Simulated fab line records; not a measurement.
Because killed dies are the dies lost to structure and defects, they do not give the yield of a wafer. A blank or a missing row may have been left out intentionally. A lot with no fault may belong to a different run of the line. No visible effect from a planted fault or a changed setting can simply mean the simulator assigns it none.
Which tool was responsible? || flow sky130 || 7 lots with 21 wafers sampled at 4 steps, on a route of 708 steps

== WHAT EACH GAUGE READ, for each wafer ==
SKY_METAL5_RS_MEAS_05: the measuring method here is four-point-probe.
{"lot": "L328", "measured": "day 43 05:49", "on": "film_metro-04", "METAL5_ALCU_RS (ohm/sq)": "0.0275 0.0264 0.0270"}
{"lot": "L333", "measured": "day 45 00:03", "on": "film_metro-01", "METAL5_ALCU_RS (ohm/sq)": "0.0231 0.0232 0.0232"}
{"lot": "L335", "measured": "day 45 16:05", "on": "film_metro-02", "METAL5_ALCU_RS (ohm/sq)": "0.0228 0.0228 0.0228"}
{"lot": "L338", "measured": "day 46 08:58", "on": "film_metro-02", "METAL5_ALCU_RS (ohm/sq)": "0.0267 0.0272 0.0270"}
{"lot": "L341", "measured": "day 46 14:58", "on": "film_metro-02", "METAL5_ALCU_RS (ohm/sq)": "0.0274 0.0268 0.0269"}
{"lot": "L345", "measured": "day 47 15:59", "on": "film_metro-04", "METAL5_ALCU_RS (ohm/sq)": "0.0273 0.0271 0.0271"}
{"lot": "L349", "measured": "day 48 12:47", "on": "film_metro-04", "METAL5_ALCU_RS (ohm/sq)": "0.0277 0.0271 0.0269"}

== EACH LOT AND THE TOOL THAT RAN IT (in order: tool; ch and the chambers of the sampled wafers; start) ==
{"lot": "L328", "SKY_CAPM_METAL_ETCH_13": "rie_metal-01 ch 0,1, day 37 20:59", "SKY_METAL3_DESCUM_15": "rie_metal-04 ch 0,1, day 38 23:10", "SKY_METAL5_SPUTTER_02": "pvd_sputter-03, day 43 05:42"}
{"lot": "L333", "SKY_CAPM_METAL_ETCH_13": "rie_metal-04 ch 0,1, day 39 18:59", "SKY_METAL3_DESCUM_15": "rie_metal-02 ch 0,1, day 40 20:19", "SKY_METAL5_SPUTTER_02": "pvd_sputter-02, day 44 23:56"}
{"lot": "L335", "SKY_CAPM_METAL_ETCH_13": "rie_metal-01 ch 0,1, day 40 11:18", "SKY_METAL3_DESCUM_15": "rie_metal-02 ch 0,1, day 41 12:45", "SKY_METAL5_SPUTTER_02": "pvd_sputter-02, day 45 15:58"}
{"lot": "L338", "SKY_CAPM_METAL_ETCH_13": "rie_metal-01 ch 0,1, day 41 09:05", "SKY_METAL3_DESCUM_15": "rie_metal-04 ch 0,1, day 42 09:55", "SKY_METAL5_SPUTTER_02": "pvd_sputter-01, day 46 08:50"}
{"lot": "L341", "SKY_CAPM_METAL_ETCH_13": "rie_metal-02 ch 0,1, day 41 15:06", "SKY_METAL3_DESCUM_15": "rie_metal-03 ch 0,1, day 42 15:07", "SKY_METAL5_SPUTTER_02": "pvd_sputter-03, day 46 14:51"}
{"lot": "L345", "SKY_CAPM_METAL_ETCH_13": "rie_metal-04 ch 0,1, day 42 20:18", "SKY_METAL3_DESCUM_15": "rie_metal-02 ch 0,1, day 43 20:55", "SKY_METAL5_SPUTTER_02": "pvd_sputter-01, day 47 15:48"}
{"lot": "L349", "SKY_CAPM_METAL_ETCH_13": "rie_metal-02 ch 0, day 43 20:12", "SKY_METAL3_DESCUM_15": "rie_metal-02 ch 0,1, day 44 19:16", "SKY_METAL5_SPUTTER_02": "pvd_sputter-03, day 48 12:38"}
- SKY_CAPM_METAL_ETCH_13: etches TiN in Cl2/BCl3, stops on SiO2, target depth 220 nm, time 62.9 s.
- SKY_METAL3_DESCUM_15: chemistry O2, time 8 s.
- SKY_METAL5_SPUTTER_02: material AlCu, target thk 1150 nm, time 61.2 s.

== THE ANSWER, worked out from the rows above alone ==
Rule: usual is defined by the lots themselves. Put in order of their means at a reading, lots are off if they are a third of the lots or fewer, leave a main group of 4 or more, and stand apart from it by a gap of 3 or more times the standard deviation of the main group's means; of several such gaps the widest counts. The tables above print the reading to a certain number of digits; a main group whose means all agree to those digits is not used. A lot without any number at a reading at which 4 lots or more have one is off too. Where the step has rows for the other lots, those lots are counted as sound.
Off: L333, L335, at SKY_METAL5_RS_MEAS_05 (METAL5_ALCU_RS). The main group has a mean of 0.0271 ohm/sq with a standard deviation of 0.00011.
If a tool, at a process step before that reading, ran all the lots that are off and no sound lot after the first of them, it fits. Gauges at SKY_METAL5_RS_MEAS_05: tried the same way as those tools. One fits: SKY_METAL5_SPUTTER_02 on pvd_sputter-02. It ran no sound lot before its first lot that is off in this sample, so the start can't be narrowed down.

== WHAT THE SIMULATOR HAD INSERTED ==
Drift in process parameters on pvd_sputter-02 at SKY_METAL5_SPUTTER_02, starting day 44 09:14. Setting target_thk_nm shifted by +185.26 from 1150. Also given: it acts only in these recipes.
Struck lots among those shown: L333, L335. The same result came from the rule above.
